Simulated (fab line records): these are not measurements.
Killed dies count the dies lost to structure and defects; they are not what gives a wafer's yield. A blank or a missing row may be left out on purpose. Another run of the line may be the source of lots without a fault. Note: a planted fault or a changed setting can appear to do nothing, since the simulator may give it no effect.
fab line records	flow sfq_line
record lots=5	wafers=23
route steps=325 shown C5@244 M6@256 I6@274 M7@285 I7@303 M8@313
start_h: hours from the record's first day to the start of the lot's first wafer shown	wait_h: hours from the lot's prior step to this one	" identical to the entry in the row above	L1.1+2: a row that stands for several wafers	- no value, or no start was given	* or withheld: withheld	< > ~ a bound
route shown NAME@n: a module of which the file shows steps, and the number in the route of the first	usual: mean and standard deviation over wafers with no fault	same: alike in all rows	chamber/n: place in a boat	sites: the reading at each site	_std_site: the values' standard deviation	_edge_site: outer sites' mean less inner sites'	radius_mm: how far each site lies from the wafer's centre	mask NAME#n: copy n	behind: the most recent tool/chamber to have shaped the wafer	hold: reason for holding the lot/hours on hold/outcome of the hold	device: transistor that didn't switch, given as n, p or np	end of line: tests run on the same wafers once the route is complete	a step given without rows: its recipe and nothing more	killed: dies lost to structure and defects at the first sort, not the wafer's yield	map: per-die view of a wafer (x killed, . not killed, _ where there is no die)
set.NAME: the setting as run; set.NAME@STEP: as run at that earlier step	model.NAME: the simulator's own value behind a step, which no gauge read
lots whose settings were changed on purpose; a table a step, a row a wafer
## steps
# step SFQ_TRILAYER_C5_LITHO_PEB_154
# recipe peb_temp_c=115	peb_time_s=60	resist=KrF
lot.wafer	tool	chamber	start_h	wait_h	set.peb_temp_c
L074.1+3	litho_track-04	0	1579.45	1.0	118.6
L074.4+5+6	"	0	"	"	115
L079.2+3+4+5+6	litho_track-01	0	1614.28	0.8	115
L081.2+3+4	litho_track-03	0	1633.48	0.8	115
L082.2+3+4+5+6	litho_track-04	0	1646.68	0.8	115
L083.1+3+4	litho_track-04	0	1651.45	1.0	118.7
L083.2+6	"	0	"	"	115
# step SFQ_TRILAYER_C5_LITHO_DEVELOP_153
# recipe time_s=60	resist=KrF
# step SFQ_TRILAYER_C5_BARC_OPEN_VIA_ETCH_210
# recipe mask_material=PR	chemistry=O2	target_depth_nm=125	target=BARC	source_w=500	bias_w=80	pressure_mtorr=30	time_s=40.6
lot.wafer	tool	chamber	start_h	wait_h	set.peb_temp_c@TRILAYER_C5_LITHO_PEB_154	model.C5.cd_nm
L074.1	rie_diel-02	1	1579.79	0.0	118.6	558.2
L074.3	"	0	"	"	118.6	556.3
L074.4	"	3	"	"	115	501.7
L074.5	"	1	"	"	115	499.9
L074.6	"	2	"	"	115	500.4
L079.2	rie_diel-02	2	1614.59	0.0	115	500.3
L079.3	"	1	"	"	115	500.6
L079.4	"	0	"	"	115	500.5
L079.5	"	0	"	"	115	498.3
L079.6	"	1	"	"	115	500.4
L081.2	rie_diel-03	2	1633.79	0.0	115	498.9
L081.3	"	0	"	"	115	498.2
L081.4	"	1	"	"	115	499.5
L082.2	rie_diel-02	3	1646.99	0.0	115	501.6
L082.3	"	0	"	"	115	499.3
L082.4	"	1	"	"	115	501.1
L082.5	"	3	"	"	115	501.4
L082.6	"	2	"	"	115	500.7
L083.1	rie_diel-02	1	1651.79	0.0	118.7	558.1
L083.2	"	3	"	"	115	500.2
L083.3	"	0	"	"	118.7	559.1
L083.4	"	2	"	"	118.7	559.4
L083.6	"	1	"	"	115	498.7
# step SFQ_TRILAYER_M6_LITHO_COAT_159
# recipe resist=KrF	spin_rpm=3000	resist_thk_nm=600
lot.wafer	tool	chamber	start_h	wait_h	set.resist_thk_nm	model.KrF_of_TRILAYER_M6_LITHO_COAT_159.thk_nm
L074.1	litho_track-01	0	1581.25	0.2	600	598.1
L074.3	"	0	"	"	600	599.2
L074.4	"	0	"	"	580.5	578.4
L074.5	"	0	"	"	580.5	580
L074.6	"	0	"	"	600	596.9
L079.2	litho_track-01	0	1616.10	0.2	600	598.4
L079.3	"	0	"	"	600	597.6
L079.4	"	0	"	"	600	597.5
L079.5	"	0	"	"	632.9	629.7
L079.6	"	0	"	"	632.9	630.3
L081.2	litho_track-01	0	1635.30	0.2	600	599.2
L081.3	"	0	"	"	600	599
L081.4	"	0	"	"	600	597.6
L082.2	litho_track-04	0	1648.50	0.2	600	600.5
L082.3	"	0	"	"	600	599.7
L082.4	"	0	"	"	571.7	573.1
L082.5	"	0	"	"	600	600
L082.6	"	0	"	"	571.7	573.3
L083.1	litho_track-04	0	1653.25	0.2	600	597.3
L083.2	"	0	"	"	600	596.5
L083.3	"	0	"	"	600	599.7
L083.4	"	0	"	"	600	597.9
L083.6	"	0	"	"	600	598.3
# step SFQ_TRILAYER_M6_LITHO_PEB_162
# recipe peb_temp_c=115	peb_time_s=60	resist=KrF
lot.wafer	tool	chamber	start_h	wait_h	set.peb_time_s
L074.1+5+6	litho_track-02	0	1583.20	1.0	64.41
L074.3+4	"	0	"	"	60
L079.2+3+6	litho_track-01	0	1617.73	0.8	55.36
L079.4+5	"	0	"	"	60
L081.2+3+4	litho_track-04	0	1641.32	0.8	60
L082.2+6	litho_track-04	0	1650.13	0.8	60
L082.3+4+5	"	0	"	"	67.51
L083.1+2+3+4+6	litho_track-02	0	1750.01	1.0	60
# step SFQ_TRILAYER_M6_LITHO_DEVELOP_161
# recipe time_s=60	resist=KrF
# step SFQ_TRILAYER_M6_BARC_OPEN_METAL_ETCH_206
# recipe mask_material=PR	chemistry=O2	target_depth_nm=125	target=BARC	icp_w=600	bias_w=80	pressure_mtorr=10	time_s=42.91
lot.wafer	tool	chamber	start_h	wait_h	set.resist_thk_nm@TRILAYER_M6_LITHO_COAT_159	set.peb_time_s@TRILAYER_M6_LITHO_PEB_162	model.M6.cd_nm	model.KrF_of_TRILAYER_M6_LITHO_COAT_159.thk_nm
L074.1	rie_metal-02	0	1583.54	0.0	600	64.41	489.6	518.3
L074.3	"	1	"	"	600	60	501.1	520.2
L074.4	"	0	"	"	580.5	60	499.1	498.9
L074.5	"	1	"	"	580.5	64.41	488.8	500.9
L074.6	"	0	"	"	600	64.41	491.3	517.9
L079.2	rie_metal-03	1	1618.04	0.0	600	55.36	512.6	520.6
L079.3	"	0	"	"	600	55.36	512.7	518.8
L079.4	"	1	"	"	600	60	500.5	519.9
L079.5	"	0	"	"	632.9	60	503.7	550.6
L079.6	"	1	"	"	632.9	55.36	513.5	552.6
L081.2	rie_metal-03	1	1641.63	0.0	600	60	499.1	520.6
L081.3	"	0	"	"	600	60	499.3	519.6
L081.4	"	1	"	"	600	60	500.1	519.6
L082.2	rie_metal-01	0	1650.44	0.0	600	60	499.9	521.1
L082.3	"	0	"	"	600	67.51	484.6	520.4
L082.4	"	1	"	"	571.7	67.51	483.6	495
L082.5	"	0	"	"	600	67.51	483.2	521
L082.6	"	1	"	"	571.7	60	502.2	495.7
L083.1	rie_metal-02	1	1750.34	0.0	600	60	501.2	518.9
L083.2	"	0	"	"	600	60	501.7	517
L083.3	"	1	"	"	600	60	500.9	521.3
L083.4	"	0	"	"	600	60	501.4	519.3
L083.6	"	0	"	"	600	60	501	519.1
# step SFQ_TRILAYER_M6_ETCH_METAL_ETCH_162
# recipe target=Nb	stop_on=SiO2	mask_material=PR	chemistry=Cl2/Ar	target_depth_nm=240	icp_w=600	bias_w=80	pressure_mtorr=10	time_s=120
lot.wafer	tool	chamber	start_h	wait_h	set.resist_thk_nm@TRILAYER_M6_LITHO_COAT_159	model.KrF_of_TRILAYER_M6_LITHO_COAT_159.thk_nm
L074.1	rie_metal-02	0	1583.60	0.0	600	376
L074.3	"	1	"	"	600	378.9
L074.4	"	0	"	"	580.5	355.7
L074.5	"	1	"	"	580.5	360.4
L074.6	"	0	"	"	600	374.4
L079.2	rie_metal-03	1	1618.10	0.0	600	381.3
L079.3	"	0	"	"	600	375.4
L079.4	"	1	"	"	600	379.4
L079.5	"	0	"	"	632.9	406.3
L079.6	"	1	"	"	632.9	413.3
L081.2	rie_metal-03	1	1641.69	0.0	600	380.2
L081.3	"	0	"	"	600	376.2
L081.4	"	1	"	"	600	379.5
L082.2	rie_metal-01	0	1650.50	0.0	600	377.5
L082.3	"	0	"	"	600	377.7
L082.4	"	1	"	"	571.7	355.9
L082.5	"	0	"	"	600	378.1
L082.6	"	1	"	"	571.7	357.2
L083.1	rie_metal-02	1	1750.40	0.0	600	379
L083.2	"	0	"	"	600	374.3
L083.3	"	1	"	"	600	381.1
L083.4	"	0	"	"	600	376
L083.6	"	0	"	"	600	376.9
# step SFQ_TRILAYER_I6_VIA_LITHO_PEB_172
# recipe peb_temp_c=115	peb_time_s=60	resist=KrF
lot.wafer	tool	chamber	start_h	wait_h	set.peb_temp_c
L074.1+6	litho_track-02	0	1703.22	1.0	115
L074.3+4+5	"	0	"	"	112.7
L079.2+3+5	litho_track-03	0	1725.75	0.8	118.6
L079.4+6	"	0	"	"	115
L081.2+3+4	litho_track-04	0	1733.62	0.8	115
L082.2+4	litho_track-02	0	1734.82	0.8	115
L082.3+5+6	"	0	"	"	113.5
L083.1+3	litho_track-02	0	1875.24	1.0	118.5
L083.2+4+6	"	0	"	"	115
# step SFQ_TRILAYER_I6_VIA_LITHO_DEVELOP_171
# recipe time_s=60	resist=KrF
# step SFQ_TRILAYER_I6_VIA_BARC_OPEN_VIA_ETCH_235
# recipe mask_material=PR	chemistry=O2	target_depth_nm=125	target=BARC	source_w=500	bias_w=80	pressure_mtorr=30	time_s=41.7
lot.wafer	tool	chamber	start_h	wait_h	set.peb_temp_c@TRILAYER_I6_VIA_LITHO_PEB_172	model.I6.cd_nm
L074.1	rie_diel-04	3	1703.56	0.0	115	700.4
L074.3	"	0	"	"	112.7	656.1
L074.4	"	2	"	"	112.7	655
L074.5	"	2	"	"	112.7	655.1
L074.6	"	1	"	"	115	699.8
L079.2	rie_diel-01	0	1726.06	0.0	118.6	757.4
L079.3	"	2	"	"	118.6	757
L079.4	"	1	"	"	115	700.9
L079.5	"	2	"	"	118.6	756.3
L079.6	"	3	"	"	115	700.1
L081.2	rie_diel-04	3	1733.93	0.0	115	698.5
L081.3	"	0	"	"	115	701.8
L081.4	"	2	"	"	115	697.9
L082.2	rie_diel-03	3	1735.13	0.0	115	698
L082.3	"	1	"	"	113.5	671.6
L082.4	"	2	"	"	115	697.6
L082.5	"	1	"	"	113.5	671
L082.6	"	2	"	"	113.5	668.7
L083.1	rie_diel-03	0	1875.58	0.0	118.5	756.4
L083.2	"	2	"	"	115	699.3
L083.3	"	1	"	"	118.5	756.2
L083.4	"	3	"	"	115	701.3
L083.6	"	2	"	"	115	699.5
# step SFQ_TRILAYER_M7_LITHO_COAT_182
# recipe resist=BARC	spin_rpm=3000	resist_thk_nm=62
lot.wafer	tool	chamber	start_h	wait_h	set.resist_thk_nm	model.BARC_of_TRILAYER_M7_LITHO_COAT_182.thk_nm
L074.1	litho_track-02	0	1704.79	0.1	62	62.07
L074.3	"	0	"	"	62	62.22
L074.4	"	0	"	"	62	62.21
L074.5	"	0	"	"	60.42	60.22
L074.6	"	0	"	"	60.42	60.55
L079.2	litho_track-01	0	1727.45	0.2	62	61.89
L079.3	"	0	"	"	59.39	59.35
L079.4	"	0	"	"	59.39	59.38
L079.5	"	0	"	"	62	61.98
L079.6	"	0	"	"	59.39	59.3
L081.2+4	litho_track-01	0	1735.21	0.1	62	62.05
L081.3	"	0	"	"	62	62.02
L082.2	litho_track-03	0	1736.41	0.1	62	62.15
L082.3	"	0	"	"	62	62
L082.4+5	"	0	"	"	62	62.08
L082.6	"	0	"	"	62	62.01
L083.1	litho_track-03	0	1876.80	0.1	58.8	59.07
L083.2	"	0	"	"	62	61.86
L083.3	"	0	"	"	58.8	58.78
L083.4	"	0	"	"	58.8	58.97
L083.6	"	0	"	"	62	62.03
# step SFQ_TRILAYER_M7_LITHO_EXPOSE_178
# recipe mask_id=M7	na=0.6	source_shape=conventional	sigma_outer=0.65	target_cd_nm=500	dose_mj=14.4
lot.wafer	tool	chamber	start_h	wait_h	mask	set.dose_mj
L074.1+4+6	krf_scanner-01	0	1819.13	-	M7#0	13.99
L074.3+5	"	0	"	"	M7#0	14.4
L079.2+3+4	krf_scanner-01	0	1839.73	-	M7#0	14.4
L079.5+6	"	0	"	"	M7#0	13.79
L081.2+3+4	krf_scanner-01	0	1850.53	-	M7#0	14.4
L082.2+3+4+5+6	krf_scanner-01	0	1854.13	-	M7#0	14.4
L083.1+2	krf_scanner-01	0	1956.92	-	M7#0	14.4
L083.3+4+6	"	0	"	"	M7#0	15.11
# step SFQ_TRILAYER_M7_LITHO_PEB_180
# recipe peb_temp_c=115	peb_time_s=60	resist=KrF
# step SFQ_TRILAYER_M7_LITHO_DEVELOP_179
# recipe time_s=60	resist=KrF
# step SFQ_TRILAYER_M7_BARC_OPEN_METAL_ETCH_229
# recipe mask_material=PR	chemistry=O2	target_depth_nm=125	target=BARC	icp_w=600	bias_w=80	pressure_mtorr=10	time_s=41.7
lot.wafer	tool	chamber	start_h	wait_h	set.resist_thk_nm@TRILAYER_M7_LITHO_COAT_182	set.dose_mj@TRILAYER_M7_LITHO_EXPOSE_178	model.etch.depth_nm	model.M7.cd_nm
L074.1	rie_metal-04	0	1820.67	0.0	62	13.99	62.07	503
L074.3	"	0	"	"	62	14.4	-	499.9
L074.4	"	1	"	"	62	13.99	62.21	505.2
L074.5	"	0	"	"	60.42	14.4	60.22	500
L074.6	"	1	"	"	60.42	13.99	-	504.8
L079.2	rie_metal-04	1	1841.07	0.0	62	14.4	61.89	500.2
L079.3	"	1	"	"	59.39	14.4	59.35	501
L079.4	"	0	"	"	59.39	14.4	-	500.1
L079.5	"	0	"	"	62	13.79	-	506.1
L079.6	"	1	"	"	59.39	13.79	59.3	506.5
L081.2+4	rie_metal-02	0,1	1851.87	0.0	62	14.4	62.05	498.5
L081.3	"	0	"	"	62	14.4	62.02	498.3
L082.2	rie_metal-02	0	1855.47	0.0	62	14.4	62.15	501.2
L082.3+5	"	1,0	"	"	62	14.4	-	500.4
L082.4	"	0	"	"	62	14.4	-	500.2
L082.6	"	1	"	"	62	14.4	-	498.7
L083.1	rie_metal-04	0	1958.45	0.0	58.8	14.4	-	497.9
L083.2	"	1	"	"	62	14.4	-	497.7
L083.3	"	0	"	"	58.8	15.11	-	490.6
L083.4	"	1	"	"	58.8	15.11	58.97	489.9
L083.6	"	0	"	"	62	15.11	-	488.3
# step SFQ_TRILAYER_M7_ETCH_METAL_ETCH_180
# recipe target=Nb	stop_on=SiO2	mask_material=PR	chemistry=Cl2/Ar	target_depth_nm=240	icp_w=600	bias_w=80	pressure_mtorr=10	time_s=120
lot.wafer	tool	chamber	start_h	wait_h	set.bias_w	set.dose_mj@TRILAYER_M7_LITHO_EXPOSE_178	model.M7.cd_nm
L074.1	rie_metal-04	0	1820.72	0.0	83.91	13.99	500.7
L074.3	"	0	"	"	83.91	14.4	497.9
L074.4	"	1	"	"	80	13.99	504.2
L074.5	"	0	"	"	80	14.4	498.5
L074.6	"	1	"	"	83.91	13.99	504.6
L079.2	rie_metal-04	1	1841.12	0.0	80	14.4	500.3
L079.3	"	1	"	"	80	14.4	502.1
L079.4	"	0	"	"	77.5	14.4	499.6
L079.5	"	0	"	"	77.5	13.79	505.7
L079.6	"	1	"	"	80	13.79	507.6
L081.2	rie_metal-02	0	1851.92	0.0	80	14.4	500.1
L081.3	"	0	"	"	80	14.4	498.8
L081.4	"	1	"	"	80	14.4	499.3
L082.2	rie_metal-02	0	1855.52	0.0	80	14.4	501.1
L082.3	"	1	"	"	86.77	14.4	501.3
L082.4	"	0	"	"	86.77	14.4	501.1
L082.5	"	0	"	"	80	14.4	500.3
L082.6	"	1	"	"	80	14.4	498.9
L083.1	rie_metal-04	0	1958.51	0.0	80	14.4	498.7
L083.2	"	1	"	"	80	14.4	499
L083.3	"	0	"	"	80	15.11	490.5
L083.4	"	1	"	"	86.71	15.11	490.9
L083.6	"	0	"	"	86.71	15.11	488.5
# step SFQ_TRILAYER_I7_VIA_LITHO_EXPOSE_188
# recipe mask_id=I7	na=0.6	source_shape=conventional	sigma_outer=0.65	target_cd_nm=1000	dose_mj=21.3
lot.wafer	tool	chamber	start_h	wait_h	mask	set.dose_mj
L074.1+5+6	krf_scanner-02	0	1844.00	-	I7#0	20.02
L074.3+4	"	0	"	"	I7#0	21.3
L079.2+3+4+5+6	krf_scanner-02	0	1850.20	-	I7#0	21.3
L081.2+3+4	krf_scanner-01	0	1941.69	-	I7#0	21.3
L082.2+3+4+5+6	krf_scanner-01	0	1947.60	-	I7#0	21.3
L083.1+4	krf_scanner-02	0	1964.69	-	I7#0	22.65
L083.2+3+6	"	0	"	"	I7#0	21.3
# step SFQ_TRILAYER_I7_VIA_LITHO_PEB_190
# recipe peb_temp_c=114.1	peb_time_s=60	resist=KrF
# step SFQ_TRILAYER_I7_VIA_LITHO_DEVELOP_189
# recipe time_s=60	resist=KrF
# step SFQ_TRILAYER_I7_VIA_BARC_OPEN_VIA_ETCH_260
# recipe mask_material=PR	chemistry=O2	target_depth_nm=125	target=BARC	source_w=500	bias_w=80	pressure_mtorr=30	time_s=41.7
lot.wafer	tool	chamber	start_h	wait_h	set.dose_mj@TRILAYER_I7_VIA_LITHO_EXPOSE_188	model.I7.cd_nm
L074.1	rie_diel-02	3	1845.54	0.0	20.02	973.5
L074.3	"	1	"	"	21.3	982.5
L074.4	"	2	"	"	21.3	982.8
L074.5	"	2	"	"	20.02	971.8
L074.6	"	3	"	"	20.02	973.7
L079.2	rie_diel-01	3	1851.54	0.0	21.3	983.9
L079.3	"	0	"	"	21.3	984.3
L079.4	"	2	"	"	21.3	981.6
L079.5	"	0	"	"	21.3	983.5
L079.6	"	3	"	"	21.3	982.7
L081.2	rie_diel-04	1	1943.03	0.0	21.3	982.5
L081.3	"	3	"	"	21.3	981.6
L081.4	"	2	"	"	21.3	983.6
L082.2	rie_diel-04	0	1948.94	0.0	21.3	982.3
L082.3	"	3	"	"	21.3	981.5
L082.4	"	0	"	"	21.3	983.1
L082.5	"	3	"	"	21.3	982.4
L082.6	"	1	"	"	21.3	981.4
L083.1	rie_diel-04	2	1966.22	0.0	22.65	994.3
L083.2	"	0	"	"	21.3	984.1
L083.3	"	1	"	"	21.3	983.7
L083.4	"	3	"	"	22.65	992.9
L083.6	"	0	"	"	21.3	984.7
# step SFQ_TRILAYER_I7_VIA_ETCH_VIA_ETCH_190
# recipe target=SiO2	stop_on=Nb	mask_material=PR	taper_deg=20	chemistry=CHF3	target_depth_nm=260	source_w=500	bias_w=80	pressure_mtorr=30	time_s=withheld
lot.wafer	tool	chamber	start_h	wait_h	set.dose_mj@TRILAYER_I7_VIA_LITHO_EXPOSE_188	model.I7.cd_nm
L074.1	rie_diel-02	3	1845.58	0.0	20.02	973.9
L074.3	"	1	"	"	21.3	983.7
L074.4	"	2	"	"	21.3	982.4
L074.5	"	2	"	"	20.02	972.8
L074.6	"	3	"	"	20.02	974.6
L079.2	rie_diel-01	3	1851.58	0.0	21.3	983.3
L079.3	"	0	"	"	21.3	985.7
L079.4	"	2	"	"	21.3	981.9
L079.5	"	0	"	"	21.3	985.5
L079.6	"	3	"	"	21.3	981.7
L081.2	rie_diel-04	1	1943.07	0.0	21.3	984.2
L081.3	"	3	"	"	21.3	984.4
L081.4	"	2	"	"	21.3	984.3
L082.2	rie_diel-04	0	1948.98	0.0	21.3	981.6
L082.3	"	3	"	"	21.3	983.2
L082.4	"	0	"	"	21.3	984
L082.5	"	3	"	"	21.3	983.8
L082.6	"	1	"	"	21.3	981.9
L083.1	rie_diel-04	2	1966.26	0.0	22.65	995.9
L083.2	"	0	"	"	21.3	983.8
L083.3	"	1	"	"	21.3	984.7
L083.4	"	3	"	"	22.65	993.1
L083.6	"	0	"	"	21.3	984.5
# step SFQ_TRILAYER_M8_LITHO_COAT_193
# recipe resist=KrF	spin_rpm=3000	resist_thk_nm=600
lot.wafer	tool	chamber	start_h	wait_h	set.spin_rpm	model.KrF_of_TRILAYER_M8_LITHO_COAT_193.thk_nm
L074.1	litho_track-02	0	-	-	3000	599.7
L074.3	"	0	"	"	3209	580.2
L074.4	"	0	"	"	3000	600.1
L074.5	"	0	"	"	3000	598.6
L074.6	"	0	"	"	3209	579.7
L079.2	litho_track-02	0	-	-	3099	588.5
L079.3	"	0	"	"	3000	596.7
L079.4	"	0	"	"	3000	598.5
L079.5	"	0	"	"	3000	598.1
L079.6	"	0	"	"	3099	589
L081.2	litho_track-01	0	-	-	3000	599.8
L081.3	"	0	"	"	3000	600.3
L081.4	"	0	"	"	3000	600
L082.2	litho_track-02	0	-	-	3000	598.8
L082.3	"	0	"	"	3000	601.9
L082.4	"	0	"	"	3000	602.6
L082.5	"	0	"	"	3000	599.7
L082.6	"	0	"	"	3000	602.2
L083.1	litho_track-04	0	-	-	3000	601.3
L083.2	"	0	"	"	2902	610.8
L083.3	"	0	"	"	2902	609.3
L083.4	"	0	"	"	2902	609.9
L083.6	"	0	"	"	3000	600.6
# step SFQ_TRILAYER_M8_DEP_EVAP_198
# recipe material=Pt	angular_spread_deg=1	target_thk_nm=50	time_s=250	power_w=2000
lot.wafer	tool	chamber	start_h	wait_h	set.time_s	model.Pt_of_TRILAYER_M8_DEP_EVAP_198.thk_nm
L074.1	pvd_sputter-02	-	1923.31	0.0	250	49.67
L074.3	"	-	"	"	250	49.72
L074.4	"	-	"	"	281.2	56.93
L074.5	"	-	"	"	281.2	56.24
L074.6	"	-	"	"	281.2	56.57
L079.2	pvd_sputter-01	-	1929.31	0.0	250	50.4
L079.3	"	-	"	"	250	50.07
L079.4	"	-	"	"	216.7	43.15
L079.5	"	-	"	"	216.7	43.07
L079.6	"	-	"	"	216.7	43.58
L081.2	pvd_sputter-01	-	2032.92	0.0	250	49.72
L081.3	"	-	"	"	250	49.46
L081.4	"	-	"	"	250	49.52
L082.2	pvd_sputter-02	-	2037.72	0.0	250	50.11
L082.3	"	-	"	"	250	50.34
L082.4	"	-	"	"	261.9	53.28
L082.5	"	-	"	"	261.9	53.64
L082.6	"	-	"	"	261.9	52.96
L083.1	pvd_sputter-01	-	2055.72	0.0	229.1	45.79
L083.2	"	-	"	"	250	49.84
L083.3	"	-	"	"	229.1	45.57
L083.4	"	-	"	"	250	49.21
L083.6	"	-	"	"	250	49.91
## key
split step=SFQ_TRILAYER_C5_LITHO_PEB_154	setting=peb_temp_c	stated=115	by=wafer
response step=SFQ_TRILAYER_C5_BARC_OPEN_VIA_ETCH_210	reading=model.C5.cd_nm	change=+18.3	per=1%	r=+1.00
split step=SFQ_TRILAYER_M6_LITHO_COAT_159	setting=resist_thk_nm	stated=600	by=wafer
response step=SFQ_TRILAYER_M6_LITHO_COAT_159	reading=model.KrF_of_TRILAYER_M6_LITHO_COAT_159.thk_nm	change=+5.79	per=1%	r=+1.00
response step=SFQ_TRILAYER_M6_BARC_OPEN_METAL_ETCH_206	reading=model.KrF_of_TRILAYER_M6_LITHO_COAT_159.thk_nm	change=+5.66	per=1%	r=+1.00
response step=SFQ_TRILAYER_M6_ETCH_METAL_ETCH_162	reading=model.KrF_of_TRILAYER_M6_LITHO_COAT_159.thk_nm	change=+5.25	per=1%	r=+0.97
split step=SFQ_TRILAYER_M6_LITHO_PEB_162	setting=peb_time_s	stated=60	by=wafer
response step=SFQ_TRILAYER_M6_BARC_OPEN_METAL_ETCH_206	reading=model.M6.cd_nm	change=-1.39	per=1%	r=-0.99
split step=SFQ_TRILAYER_I6_VIA_LITHO_PEB_172	setting=peb_temp_c	stated=115	by=wafer
response step=SFQ_TRILAYER_I6_VIA_BARC_OPEN_VIA_ETCH_235	reading=model.I6.cd_nm	change=+19.1	per=1%	r=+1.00
split step=SFQ_TRILAYER_M7_LITHO_COAT_182	setting=resist_thk_nm	stated=62	by=wafer
response step=SFQ_TRILAYER_M7_LITHO_COAT_182	reading=model.BARC_of_TRILAYER_M7_LITHO_COAT_182.thk_nm	change=+0.609	per=1%	r=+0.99
response step=SFQ_TRILAYER_M7_BARC_OPEN_METAL_ETCH_229	reading=model.etch.depth_nm	change=+0.649	per=1%	r=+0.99
split step=SFQ_TRILAYER_M7_LITHO_EXPOSE_178	setting=dose_mj	stated=14.4	by=wafer
response step=SFQ_TRILAYER_M7_BARC_OPEN_METAL_ETCH_229	reading=model.M7.cd_nm	change=-1.54	per=1%	r=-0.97
response step=SFQ_TRILAYER_M7_ETCH_METAL_ETCH_180	reading=model.M7.cd_nm	change=-1.66	per=1%	r=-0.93
split step=SFQ_TRILAYER_M7_ETCH_METAL_ETCH_180	setting=bias_w	stated=80	by=wafer
response none clear
split step=SFQ_TRILAYER_I7_VIA_LITHO_EXPOSE_188	setting=dose_mj	stated=21.3	by=wafer
response step=SFQ_TRILAYER_I7_VIA_BARC_OPEN_VIA_ETCH_260	reading=model.I7.cd_nm	change=+1.54	per=1%	r=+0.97
response step=SFQ_TRILAYER_I7_VIA_ETCH_VIA_ETCH_190	reading=model.I7.cd_nm	change=+1.58	per=1%	r=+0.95
split step=SFQ_TRILAYER_M8_LITHO_COAT_193	setting=spin_rpm	stated=3000	by=wafer
response step=SFQ_TRILAYER_M8_LITHO_COAT_193	reading=model.KrF_of_TRILAYER_M8_LITHO_COAT_193.thk_nm	change=-2.79	per=1%	r=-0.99
split step=SFQ_TRILAYER_M8_DEP_EVAP_198	setting=time_s	stated=250	by=wafer
response step=SFQ_TRILAYER_M8_DEP_EVAP_198	reading=model.Pt_of_TRILAYER_M8_DEP_EVAP_198.thk_nm	change=+0.532	per=1%	r=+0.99
